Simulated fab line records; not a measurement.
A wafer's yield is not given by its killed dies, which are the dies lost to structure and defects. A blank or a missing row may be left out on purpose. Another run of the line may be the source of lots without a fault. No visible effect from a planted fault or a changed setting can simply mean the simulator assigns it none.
8D (eight disciplines) problem report, filled in by code	flow sky130	the parts of the form that need people (team, actions taken, sign-off) are left out

## 1. PROBLEM STATEMENT
At SKY_VIA1_ETCH_14, oesProductAu averages 0.724 a.u. over 3 wafers from 2 lots, while fault-free wafers read 0.854 a.u., standard deviation 0.0047. Relative to the usual mean, that is a shift of -28 standard deviations.
The step: etches BARC in N2/H2, stops on SiO2, time 45.9 s, target depth 60 nm.
The first sign was on wafer L628.4 at day 38 13:17, on rieDiel-01. The record has a number at this step for 36 wafers belonging to 12 lots. By rule, "out" or "out of limits" means more than 4 standard deviations away from the usual mean. All remaining wafers that have a number are taken as sound.

## 2. WHAT IT IS AND WHAT IT IS NOT
question	is	is not
which readings at this step	oesProductAu	drypumpMotorCurrentA, throttleValvePct
which lots	L628, L630	L612, L614, L615, L616, L617, L620, L622, L631, L632, L635
which wafers of those lots	L628.4, L630.4, L630.5	L628.1, L628.3, L630.1
read on which tools	rieDiel-01	rieDiel-02, rieDiel-04
when	from day 38 13:17	up to then (23 sound wafers); but 10 sound wafers of L630, L631, L632, L635 came after

## 3. SUSPECTS, AND WHAT RULES EACH OUT
Counting: a tool at a process step up to the reading stays a suspect if it ran every lot that is out. Sound lots after the first of them don't rule it out here, since some wafers of a struck lot are sound.
- rieDiel-01 at SKY_VIA1_ETCH_14 (etches BARC in N2/H2, stops on SiO2, time 45.9 s, target depth 60 nm): kept. It processed each lot that is out (first: L628, day 38 13:17); up to then, its last sound lot is L622 (day 36 15:29). Its own oesProductAu readings are out on those wafers.
- Within rieDiel-01 at SKY_VIA1_ETCH_14: the wafers that are out ran in chamber 2; their sound lot-mates ran in chambers 0, 3.
The count leaves rieDiel-01 at SKY_VIA1_ETCH_14.

## 4. THE CAUSE (what the simulator had put in)
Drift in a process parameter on rieDiel-01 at SKY_VIA1_ETCH_14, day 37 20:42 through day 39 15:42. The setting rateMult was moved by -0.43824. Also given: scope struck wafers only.
After counting, this tool was the only one left.

## 5. THE EFFECT CHAIN, in route order
One row per reading whose mean, taken over the struck wafers that have a number, lies over 3 standard deviations from the usual. Scope: only readings with a usual standard deviation given in the record; hours: median across lots of the time from each lot's start at the first step in this table that gives one to its start at this step; sigmas: change in usual standard deviations.
hours	step	reading	usual	on struck wafers	change	sigmas
0	SKY_VIA1_ETCH_14	oesProductAu	0.854 a.u.	0.724	-0.130	-28
0	SKY_VIA1_ETCH_15	oesProductAu	0.982 a.u.	0.372	-0.610	-99 or more
0	SKY_VIA1_STRIP_16	stripTimeToEndpointS	4.445 s	4.650	+0.205	+11
257	SKY_PAD_OPEN_PROBE_99	defectLimitedYield	82.5 %	0.0	-82.5	-43
257	SKY_PAD_OPEN_PROBE_99	killed_at_M0_to_M3	42	447	+405	+55
257	SKY_PAD_OPEN_PROBE_99	killedDies	86	492	+406	+44
257	SKY_PAD_OPEN_PROBE_99	killedOnRim	17	96	+79	+20
257	SKY_PAD_OPEN_PROBE_99	sort_bin_5_function	10.3 %	92.1	+81.8	+55
257	SKY_PAD_OPEN_PROBE_99	sortNPass	406	0	-406	-44
257	SKY_PAD_OPEN_PROBE_99	sortYieldPct	82.5 %	0.0	-82.5	-43
Its process steps:
- SKY_VIA1_ETCH_14: etches BARC in N2/H2, stops on SiO2, time 45.9 s, target depth 60 nm.
- SKY_VIA1_ETCH_15: etches SiO2 in C4F8/O2/Ar, stops on TiN, target depth 351 nm, time 54 s.
- SKY_VIA1_STRIP_16: strips in O2/N2.
- SKY_PAD_OPEN_PROBE_99

## 6. HOW IT WOULD HAVE BEEN CAUGHT EARLIER
17 hours passed between the start of the fault at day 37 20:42 and the first reading out of limits in this record, taken at day 38 13:17.
